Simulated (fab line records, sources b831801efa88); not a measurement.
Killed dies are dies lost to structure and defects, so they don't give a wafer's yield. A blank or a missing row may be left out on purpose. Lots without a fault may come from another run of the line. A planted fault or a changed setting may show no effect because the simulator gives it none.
fab line records | flow sky130 | part 2 of 2: steps 33 to 41 of 41
record lots=5 wafers=15 last_day=50
route steps=708 shown METAL2@487 VIA2@507
lots that met no fault: from a run of the same line without faults
start_h: hours from the record's first day to the start of the lot's first wafer shown | wait_h: hours since the lot's step before | " the same as in the row above | L1.1+2: a row that stands for several wafers | - no value, or no start given | * or withheld: withheld | < > ~ a bound
route shown NAME@n: a module of which the file shows steps, and the number in the route of the first | usual: mean/standard deviation of fault-free wafers | same: alike in all rows | chamber/n: place in a boat | sites: the reading at each site | _std_site: their standard deviation | _edge_site: outer sites' mean less inner sites' | radius_mm: how far each site lies from the wafer's centre | mask NAME#n: copy n | behind: the tool/chamber that last shaped the wafer | hold: why the lot was held/for how many hours/how that ended | device: the transistor (n, p or np) that didn't switch | end of line: the same wafers' tests at the end of the route | a step without rows: its recipe alone | killed: dies lost to structure and defects at the first sort, not the wafer's yield | map: a wafer's dies, x killed, . not, _ none there
set.NAME: the setting as run; set.NAME@STEP: as run at that earlier step | model.NAME: the simulator's own value behind a step, which no gauge read
lots at some steps of the route; a table a step, a row a wafer
services: from which hour (start_h, from the record's first day; less than 0 if before it) a tool's chamber was out of use, for how many hours, and why
## steps
# step SKY_VIA2_CD_MEAS_12
# recipe target_cd_nm=200
# usual cd_nm=200.2/1.2
# columns lot.wafer tool chamber start_h wait_h cd_nm
L074.2 cd_sem-02 - 837.16 - 200.8
L074.4 " - " " 199.5
L074.6 " - " " 199.9
L082.1 cd_sem-01 - 913.49 - 202.1
L082.4 " - " " 201.5
L082.6 " - " " 202.0
L092.1 cd_sem-02 - 989.89 - 200.5
L092.2 " - " " 200.0
L092.5 " - " " 199.8
L094.2 cd_sem-02 - 1004.25 - 199.9
L094.3 " - " " 200.4
L094.5 " - " " 199.8
L097.1 cd_sem-02 - 1015.04 - 199.9
L097.4 " - " " 199.7
L097.6 " - " " 199.6
# step SKY_VIA2_OVL_MEAS_13
# usual VIA2_OVL=0/5.7
# columns lot.wafer tool chamber start_h wait_h VIA2_OVL[nm]
L074.2 overlay-01 - 837.27 0.1 8
L074.4 " - " " 12
L074.6 " - " " 9
L082.1 overlay-01 - 913.61 0.1 0
L082.4 " - " " -1
L082.6 " - " " -3
L092.1 overlay-02 - 990.01 0.1 1
L092.2 " - " " -11
L092.5 " - " " -2
L094.2 overlay-02 - 1004.36 0.1 6
L094.3 " - " " -2
L094.5 " - " " 4
L097.1 overlay-01 - 1015.16 0.1 4
L097.4 " - " " 10
L097.6 " - " " 9
# step SKY_VIA2_ETCH_14
# recipe chemistry=N2/H2 target=BARC ion_energy_ev=200 source_w=500 bias_w=100 pressure_mtorr=30 n2_flow_sccm=100 h2_flow_sccm=200 stop_on=SiO2 time_s=45.9 target_depth_a=600
# usual drypump_motor_current_A=5.6/0.43 oes_product_au=0.854/0.0045 throttle_valve_pct=13.225/0.0091
# columns lot.wafer tool chamber start_h wait_h drypump_motor_current_A oes_product_au rf_hours_counter_h throttle_valve_pct
L074.2 rie_diel-04 1 837.30 0.0 5.5 0.852 15 13.237
L074.4 " 2 " " 5.3 0.848 2 13.240
L074.6 " 3 " " 5.3 0.851 - 13.223
L082.1 rie_diel-02 0 913.65 0.0 6.2 0.853 7 13.226
L082.4 " 3 " " 6.1 0.858 2 13.224
L082.6 " 2 " " 5.6 0.856 - 13.223
L092.1 rie_diel-02 3 990.05 0.0 6.1 0.850 5 13.227
L092.2 " 0 " " 6.1 0.853 9 13.219
L092.5 " 0 " " 6.1 0.857 - 13.222
L094.2 rie_diel-03 3 1004.39 0.0 5.5 0.851 11 13.227
L094.3 " 1 " " 5.4 0.849 7 13.226
L094.5 " 0 " " 5.5 0.852 - 13.230
L097.1 rie_diel-03 2 1015.19 0.0 4.7 0.857 9 13.214
L097.4 " 1 " " 5.3 0.850 7 13.235
L097.6 " 0 " " 5.5 0.859 - 13.223
# step SKY_VIA2_ETCH_15
# recipe target=SiO2 chemistry=C4F8/O2/Ar target_depth_nm=546 stop_on=TiN mask_material=KrF-thick source_w=1500 bias_w=1200 pressure_mtorr=40 c4f8_flow_sccm=withheld O2_flow_sccm=6 Ar_flow_sccm=300 time_s=84
# usual oes_product_au=0.940/0.0048
# columns lot.wafer tool chamber start_h wait_h oes_product_au rf_hours_counter_h
L074.2 rie_diel-04 1 837.34 0.0 0.945 15
L074.4 " 2 " " 0.937 2
L074.6 " 3 " " 0.940 -
L082.1 rie_diel-02 0 913.69 0.0 0.944 7
L082.4 " 3 " " 0.937 3
L082.6 " 2 " " 0.943 -
L092.1 rie_diel-02 3 990.09 0.0 0.948 5
L092.2 " 0 " " 0.942 9
L092.5 " 0 " " 0.938 -
L094.2 rie_diel-03 3 1004.43 0.0 0.940 11
L094.3 " 1 " " 0.947 7
L094.5 " 0 " " 0.930 -
L097.1 rie_diel-03 2 1015.24 0.0 0.941 9
L097.4 " 1 " " 0.935 7
L097.6 " 0 " " 0.937 -
# step SKY_VIA2_STRIP_16
# recipe chemistry=O2/N2 power_w=1400 pressure_mtorr=1500 platen_temp_c=withheld o2_flow_sccm=3000 n2_flow_sccm=300 overash_fraction=0.5
# usual drypump_motor_current_A=5.8/0.45 oes_product_au=0.399/0.0043 strip_time_to_endpoint_s=4.039/0.022
# columns lot.wafer tool chamber start_h wait_h drypump_motor_current_A oes_product_au rf_hours_counter_h strip_time_to_endpoint_s
L074.2 plasma_asher-03 0 837.40 0.0 6.2 0.395 104 4.051
L074.4 " 1 " " 5.8 0.394 - 4.041
L074.6 " 1 " " 5.8 0.398 - 4.052
L082.1 plasma_asher-03 0 913.75 0.0 6.2 0.394 111 4.027
L082.4 " 1 " " 5.8 0.400 - 4.011
L082.6 " 1 " " 5.8 0.400 - 3.996
L092.1 plasma_asher-03 1 990.15 0.0 5.8 0.398 119 4.035
L092.2 " 0 " " 6.2 0.396 119 4.038
L092.5 " 0 " " 6.2 0.396 - 4.033
L094.2 plasma_asher-03 1 1004.49 0.0 5.8 0.395 120 3.999
L094.3 " 1 " " 5.8 0.395 - 4.031
L094.5 " 0 " " 6.2 0.397 - 4.046
L097.1 plasma_asher-01 1 1015.30 0.0 5.9 0.390 59 4.028
L097.4 " 0 " " 5.6 0.397 - 4.032
L097.6 " 1 " " 5.8 0.405 - 4.053
# step SKY_VIA2_STRIP_17
# recipe chemistry=post_etch_residue_remover time_s=1200 temp_c=72.5
# usual bath_heat_duty_pct=14.2/1.4
# columns lot.wafer tool chamber start_h wait_h bath_heat_duty_pct
L074.2 wet_bench-02 3 837.50 0.1 13.5
L074.4 " 3 " " 12.8
L074.6 " 3 " " 13.5
L082.1 wet_bench-02 0 913.85 0.1 13.9
L082.4 " 0 " " 14.1
L082.6 " 0 " " 13.4
L092.1 wet_bench-01 0 990.25 0.1 13.7
L092.2 " 0 " " 14.1
L092.5 " 0 " " 13.8
L094.2 wet_bench-01 1 1004.59 0.1 16.3
L094.3 " 1 " " 16.0
L094.5 " 1 " " 16.8
L097.1 wet_bench-01 0 1015.40 0.1 14.0
L097.4 " 0 " " 13.5
L097.6 " 0 " " 12.9
# step SKY_VIA2_CLEAN_18
# recipe chemistry=IPA time_s=180 temp_c=25
# usual bath_heat_duty_pct=6.2/0.77
# columns lot.wafer tool chamber start_h wait_h bath_heat_duty_pct
L074.2 wet_bench-01 0 837.84 0.0 5.5
L074.4 " 0 " " 5.6
L074.6 " 0 " " 5.3
L082.1 wet_bench-01 0 914.23 0.0 5.8
L082.4 " 0 " " 5.7
L082.6 " 0 " " 6.5
L092.1 wet_bench-03 2 990.59 0.0 5.9
L092.2 " 2 " " 6.5
L092.5 " 2 " " 7.3
L094.2 wet_bench-03 0 1004.93 0.0 6.0
L094.3 " 0 " " 6.9
L094.5 " 0 " " 6.8
L097.1 wet_bench-02 3 1015.74 0.0 5.2
L097.4 " 3 " " 5.7
L097.6 " 3 " " 6.4
# step SKY_VIA2_CLEAN_19
# recipe chemistry=O3/DIW dry=n2_spin
# columns lot.wafer tool chamber start_h wait_h
L074.2+4+6 wet_bench-03 2 837.90 0.0
L082.1+4+6 wet_bench-03 2 914.28 0.0
L092.1+2+5 wet_bench-02 0 990.65 0.0
L094.2+3+5 wet_bench-01 1 1005.00 0.0
L097.1+4+6 wet_bench-03 0 1015.80 0.0
# step SKY_VIA2_SPUTTER_20
# recipe material=TiN target_thk_nm=20 chamber_pressure_pa=5 power_w=4000 time_s=80
# usual throttle_valve_pct=29.6/0.7
# columns lot.wafer tool chamber start_h wait_h throttle_valve_pct
L074.2 pvd_sputter-04 - 838.00 0.0 29.5
L074.4 " - " " 30.5
L074.6 " - " " 29.5
L082.1 pvd_sputter-03 - 914.38 0.0 29.2
L082.4 " - " " 28.2
L082.6 " - " " 29.9
L092.1 pvd_sputter-04 - 990.74 0.0 29.4
L092.2 " - " " 30.2
L092.5 " - " " 30.0
L094.2 pvd_sputter-03 - 1005.09 0.0 30.1
L094.3 " - " " 28.8
L094.5 " - " " 29.5
L097.1 pvd_sputter-03 - 1015.90 0.0 28.1
L097.4 " - " " 28.7
L097.6 " - " " 29.4
## services
# columns tool chamber start_h hours kind
krf_scanner-01 - 767.20 1.3 pm
rie_diel-03 1 773.19 34.8 repair
rie_diel-03 2 777.16 9.3 repair
rie_diel-03 - 782.46 14.6 pm
krf_scanner-01 - 801.45 0.8 pm
rie_metal-01 0 823.68 3.1 repair
rie_diel-03 - 827.42 28.1 pm
krf_scanner-01 - 829.36 11.6 pm
rie_diel-02 - 843.79 0.2 repair
wet_bench-02 - 852.10 1.9 pm
krf_scanner-01 - 858.47 1.0 pm
rie_diel-02 1 872.88 7.9 repair
rie_diel-02 0 873.22 1.4 repair
rie_metal-01 1 875.61 3.7 repair
rie_diel-03 3 878.38 67.6 repair
rie_diel-02 2 887.00 6.0 repair
rie_diel-03 2 895.43 3.3 repair
krf_scanner-01 - 914.93 0.8 pm
krf_scanner-01 - 943.10 1.3 pm
rie_metal-01 - 966.51 2.8 pm
pvd_sputter-03 - 966.55 3.4 repair
krf_scanner-01 - 970.25 0.8 pm
rie_metal-01 - 975.36 3.6 repair
rie_metal-01 - 982.06 14.6 pm
